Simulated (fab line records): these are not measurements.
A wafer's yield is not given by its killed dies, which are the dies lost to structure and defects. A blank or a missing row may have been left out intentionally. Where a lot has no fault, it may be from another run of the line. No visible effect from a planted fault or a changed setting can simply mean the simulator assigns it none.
Comparing a struck lot with a sound one || flow sky130 || 25 out of 708 route steps
Sound: these wafers, L803.3, L803.4, L803.6. The struck wafers were L812.1, L812.2, L812.3. At the end, the cause is stated.
Order at every step that has rows: each side's tool, ch and its chambers, its first start. Under that, the readings that differ: sound wafers || struck wafers || difference of the means || sigmas: that difference in standard deviations of wafers without a fault.
alike: words and numbers the same on both sides, and readings whose means are apart by under 2 such deviations; not compared: readings that were withheld, readings missing a value for some wafer, numbers with overlapping values and no deviation given by the record, and bounds like >300 which may hide the same value.
A row with sigmas, a row that says differs or no value, or rows on one side alone: a step with any of these is where the two part. Non-overlapping numbers with no deviation appear without sigmas and do not part them. A reading missing from all wafers of one side parts the sides only when that side holds two or more wafers.

SKY_POLY_CUT_ETCH_11: etches Si3N4 in CF4/CH2F2/Ar, stops on poly-Si, time 42.5 s, target depth 60 nm.
  sound on rie-diel-04 ch 0,3, day 24 02:32; struck on rie-diel-04 ch 0,2,3, day 27 11:35
  alike: chamber-pressure-mTorr, drypump-motor-current-A, oes-product-au, throttle-valve-pct
  not compared: rf-hours-counter-h
SKY_POLY_CUT_STRIP_12: strips in O2/N2.
  sound on plasma-asher-03 ch 0,1, day 24 02:37; struck on plasma-asher-03 ch 0,1, day 27 11:37
  alike: chamber-pressure-mTorr, drypump-motor-current-A, n2-flow-sccm, oes-product-au, strip-time-to-endpoint-s
  not compared: rf-hours-counter-h
then, 7 steps without rows for these wafers: SKY_SD_P_DEHYDRATE_00 (time 60 s); SKY_SD_P_HMDS_01 (prime time 60 s); SKY_SD_P_COAT_02 (resist thk 1140 nm); SKY_SD_P_SOFTBAKE_03 (time 60 s); SKY_SD_P_EXPOSE_04 (exposes mask PSDM, target cd 380 nm); SKY_SD_P_PEB_05; SKY_SD_P_DEVELOP_06 (develop time 60 s).
SKY_SD_P_CD_MEAS_07: the cd target is 380 nm.
  struck on cd-sem-02, day 28 16:13; sound on cd-sem-01, day 25 08:31
  alike: cd-nm
SKY_SD_P_OVL_MEAS_08:
  struck on overlay-01, day 28 16:20; sound on overlay-01, day 25 08:36
  alike: SD_P_OVL
after that, 1 step had no rows for these wafers: SKY_SD_P_IMPLANT_09.
SKY_SD_P_STRIP_10: strips in O2/N2.
  sound on plasma-asher-03 ch 0,1, day 25 08:49; struck on plasma-asher-03 ch 0,1, day 28 16:31
  no value came back on the struck wafers for any of 5 readings (chamber-pressure-mTorr (mTorr), drypump-motor-current-A (A) and others); on the sound wafers chamber-pressure-mTorr (mTorr) reads 1500.9 1499.0 1499.6
{"reading": "model.NOVOLAK_of_SD_P_COAT_02.thk-nm (nm)", "sound": "0 0 0", "struck": "1141 1141 1143", "difference": "+1142", "sigmas": ""}
  not compared: rf-hours-counter-h
SKY_SD_P_TW_MEAS_11:
  struck on film-metro-04, day 28 16:37; sound on film-metro-01, day 25 08:53
  alike: SD_P_TW
then, 8 steps without rows for these wafers: SKY_RES_XHIGH_DEHYDRATE_00 (time 60 s); SKY_RES_XHIGH_HMDS_01 (prime time 60 s); SKY_RES_XHIGH_COAT_02 (resist thk 1140 nm); SKY_RES_XHIGH_SOFTBAKE_03 (time 60 s); SKY_RES_XHIGH_EXPOSE_04 (exposes mask URPM, target cd 1270 nm); SKY_RES_XHIGH_PEB_05; SKY_RES_XHIGH_DEVELOP_06 (develop time 60 s); SKY_RES_XHIGH_IMPLANT_07.
SKY_RES_XHIGH_STRIP_08: strips in O2/N2.
  sound on plasma-asher-04 ch 0,1, day 26 14:22; struck on plasma-asher-01 ch 0,1, day 29 20:41
{"reading": "strip-time-to-endpoint-s (s)", "sound": "14.35 14.31 14.31", "struck": "31.42 31.41 31.43", "difference": "+17.10", "sigmas": "+99 or more"}
  alike: chamber-pressure-mTorr, drypump-motor-current-A, n2-flow-sccm, oes-product-au
  not compared: rf-hours-counter-h
SKY_RES_XHIGH_TW_MEAS_09:
  struck on film-metro-01, day 29 20:47; sound on film-metro-01, day 26 14:27
{"reading": "RES_XHIGH_TW", "sound": "1657 1654 1661", "struck": "30 30 30", "difference": -1627, "sigmas": "-99 or more"}
then, 1 step without rows for these wafers: SKY_SD_N_DEHYDRATE_00 (time 60 s).

== WHERE THEY PART ==
First at SKY_SD_P_STRIP_10; last, within this record, at SKY_RES_XHIGH_TW_MEAS_09.

WHY: whatever the simulator had introduced
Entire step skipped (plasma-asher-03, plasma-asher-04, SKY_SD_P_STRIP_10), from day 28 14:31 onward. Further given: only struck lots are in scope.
